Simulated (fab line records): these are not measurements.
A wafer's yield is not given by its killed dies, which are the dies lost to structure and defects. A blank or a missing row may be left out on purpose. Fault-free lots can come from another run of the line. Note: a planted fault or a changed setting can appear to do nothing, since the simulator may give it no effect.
Check for tools in common || flow sfq line || Sample size 14 lots and 48 wafers

== WHY IT WAS OPENED ==
SFQ_M1_RS_MEAS_909, reading M1_NB_RS: flagged on 2 of 14 lots. Wafers without a fault read 0.900 ohm/sq, standard deviation 0.017.
Rule: a lot is flagged when every wafer of it that has a number lies more than 4 standard deviations from that mean, or none has a number. All remaining lots are regarded as sound.

{"lot": "L582", "measured": "day 10 12:59", "on": "film metro-02", "M1_NB_RS (ohm/sq), wafer by wafer": "0.928 0.929 0.924", "flag": ""}
{"lot": "L584", "measured": "day 11 05:48", "on": "film metro-04", "M1_NB_RS (ohm/sq), wafer by wafer": "0.890 0.865 0.879", "flag": ""}
{"lot": "L585", "measured": "day 11 08:11", "on": "film metro-03", "M1_NB_RS (ohm/sq), wafer by wafer": "0.902 0.899 0.875", "flag": ""}
{"lot": "L586", "measured": "day 12 10:36", "on": "film metro-03", "M1_NB_RS (ohm/sq), wafer by wafer": "0.905 0.904 0.905", "flag": ""}
{"lot": "L587", "measured": "day 12 21:01", "on": "film metro-04", "M1_NB_RS (ohm/sq), wafer by wafer": "0.876 0.905 0.885", "flag": ""}
{"lot": "L588", "measured": "day 12 23:10", "on": "film metro-02", "M1_NB_RS (ohm/sq), wafer by wafer": "0.904 0.898 0.894", "flag": ""}
{"lot": "L590", "measured": "day 13 14:11", "on": "film metro-03", "M1_NB_RS (ohm/sq), wafer by wafer": "0.886 0.911 0.886", "flag": ""}
{"lot": "L593", "measured": "day 14 08:10", "on": "film metro-02", "M1_NB_RS (ohm/sq), wafer by wafer": "0.912 0.915 0.932", "flag": ""}
{"lot": "L595", "measured": "day 14 12:59", "on": "film metro-02", "M1_NB_RS (ohm/sq), wafer by wafer": "0.594 0.596 0.600 0.594 0.597 0.602", "flag": "FLAGGED"}
{"lot": "L597", "measured": "day 15 08:07", "on": "film metro-04", "M1_NB_RS (ohm/sq), wafer by wafer": "0.603 0.600 0.605 0.602 0.600 0.603", "flag": "FLAGGED"}
{"lot": "L599", "measured": "day 15 22:28", "on": "film metro-03", "M1_NB_RS (ohm/sq), wafer by wafer": "0.919 0.897 0.892", "flag": ""}
{"lot": "L600", "measured": "day 16 05:40", "on": "film metro-02", "M1_NB_RS (ohm/sq), wafer by wafer": "0.888 0.891 0.887", "flag": ""}
{"lot": "L603", "measured": "day 17 04:01", "on": "film metro-03", "M1_NB_RS (ohm/sq), wafer by wafer": "0.891 0.897 0.898", "flag": ""}
{"lot": "L604", "measured": "day 17 08:53", "on": "film metro-02", "M1_NB_RS (ohm/sq), wafer by wafer": "0.870 0.870 0.874", "flag": ""}
Average over the flagged lots: 0.600 ohm/sq; offset from the usual -0.300 ohm/sq, equal to -18 standard deviations.

== LOT BY LOT: THE TOOL USED ==
The record holds 1 process step before the reading, out of a route of 325 steps. In each cell: the tool, then ch and the chambers that the sampled wafers went through, then the start.
{"lot": "L582", "flag": "", "SFQ_TRILAYER_M1_DEP_SPUTTER_037": "pvd sputter-06, day 10 12:53"}
{"lot": "L584", "flag": "", "SFQ_TRILAYER_M1_DEP_SPUTTER_037": "pvd sputter-05, day 11 05:41"}
{"lot": "L585", "flag": "", "SFQ_TRILAYER_M1_DEP_SPUTTER_037": "pvd sputter-05, day 11 08:05"}
{"lot": "L586", "flag": "", "SFQ_TRILAYER_M1_DEP_SPUTTER_037": "pvd sputter-03, day 12 10:28"}
{"lot": "L587", "flag": "", "SFQ_TRILAYER_M1_DEP_SPUTTER_037": "pvd sputter-05, day 12 20:55"}
{"lot": "L588", "flag": "", "SFQ_TRILAYER_M1_DEP_SPUTTER_037": "pvd sputter-03, day 12 23:04"}
{"lot": "L590", "flag": "", "SFQ_TRILAYER_M1_DEP_SPUTTER_037": "pvd sputter-05, day 13 14:04"}
{"lot": "L593", "flag": "", "SFQ_TRILAYER_M1_DEP_SPUTTER_037": "pvd sputter-06, day 14 08:04"}
{"lot": "L595", "flag": "FLAGGED", "SFQ_TRILAYER_M1_DEP_SPUTTER_037": "pvd sputter-06, day 14 12:52"}
{"lot": "L597", "flag": "FLAGGED", "SFQ_TRILAYER_M1_DEP_SPUTTER_037": "pvd sputter-06, day 15 07:59"}
{"lot": "L599", "flag": "", "SFQ_TRILAYER_M1_DEP_SPUTTER_037": "pvd sputter-05, day 15 22:22"}
{"lot": "L600", "flag": "", "SFQ_TRILAYER_M1_DEP_SPUTTER_037": "pvd sputter-03, day 16 05:34"}
{"lot": "L603", "flag": "", "SFQ_TRILAYER_M1_DEP_SPUTTER_037": "pvd sputter-03, day 17 03:55"}
{"lot": "L604", "flag": "", "SFQ_TRILAYER_M1_DEP_SPUTTER_037": "pvd sputter-03, day 17 08:43"}
What is done by these steps:
- SFQ_TRILAYER_M1_DEP_SPUTTER_037: material Nb, target thk 200 nm, time 133.3 s.
- SFQ_M1_RS_MEAS_909: measures by four-point-probe.

== FLAGGED OVER TOTAL, TOOL BY TOOL (the gauges that took the reading come last) ==
{"step": "SFQ_TRILAYER_M1_DEP_SPUTTER_037", "tool": "pvd sputter-03", "lots run": 5, "flagged": 0, "share of the flagged lots": "none", "sound lots run after its first flagged lot": "-"}
{"step": "SFQ_TRILAYER_M1_DEP_SPUTTER_037", "tool": "pvd sputter-05", "lots run": 5, "flagged": 0, "share of the flagged lots": "none", "sound lots run after its first flagged lot": "-"}
{"step": "SFQ_TRILAYER_M1_DEP_SPUTTER_037", "tool": "pvd sputter-06", "lots run": 4, "flagged": 2, "share of the flagged lots": "all", "sound lots run after its first flagged lot": 0}
{"step": "SFQ_M1_RS_MEAS_909", "tool": "film metro-02", "lots run": 6, "flagged": 1, "share of the flagged lots": "some", "sound lots run after its first flagged lot": "2 (L600,L604)"}
{"step": "SFQ_M1_RS_MEAS_909", "tool": "film metro-03", "lots run": 5, "flagged": 0, "share of the flagged lots": "none", "sound lots run after its first flagged lot": "-"}
{"step": "SFQ_M1_RS_MEAS_909", "tool": "film metro-04", "lots run": 3, "flagged": 1, "share of the flagged lots": "some", "sound lots run after its first flagged lot": 0}

== WHAT IS ALLOWED BY THE TABLE ==
1 row of the table ran every flagged lot: pvd sputter-06 at SFQ_TRILAYER_M1_DEP_SPUTTER_037.
- pvd sputter-06 at SFQ_TRILAYER_M1_DEP_SPUTTER_037 ran 4 lots, 2 of them flagged. It ran its last sound lot, L593, at day 14 08:04 and its first flagged lot, L595, at day 14 12:52: a fault with its onset between the two fits. Its own readings lie more than 4 standard deviations out on every wafer of the flagged lots: cathode dc power W.
Just one tool remains: pvd sputter-06 at SFQ_TRILAYER_M1_DEP_SPUTTER_037.

== WHAT THE SIMULATOR HAD PUT IN ==
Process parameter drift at SFQ_TRILAYER_M1_DEP_SPUTTER_037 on pvd sputter-06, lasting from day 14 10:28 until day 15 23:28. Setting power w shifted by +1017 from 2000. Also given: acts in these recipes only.
Struck lots among those shown: L595, L597. The rule given above showed the same thing.
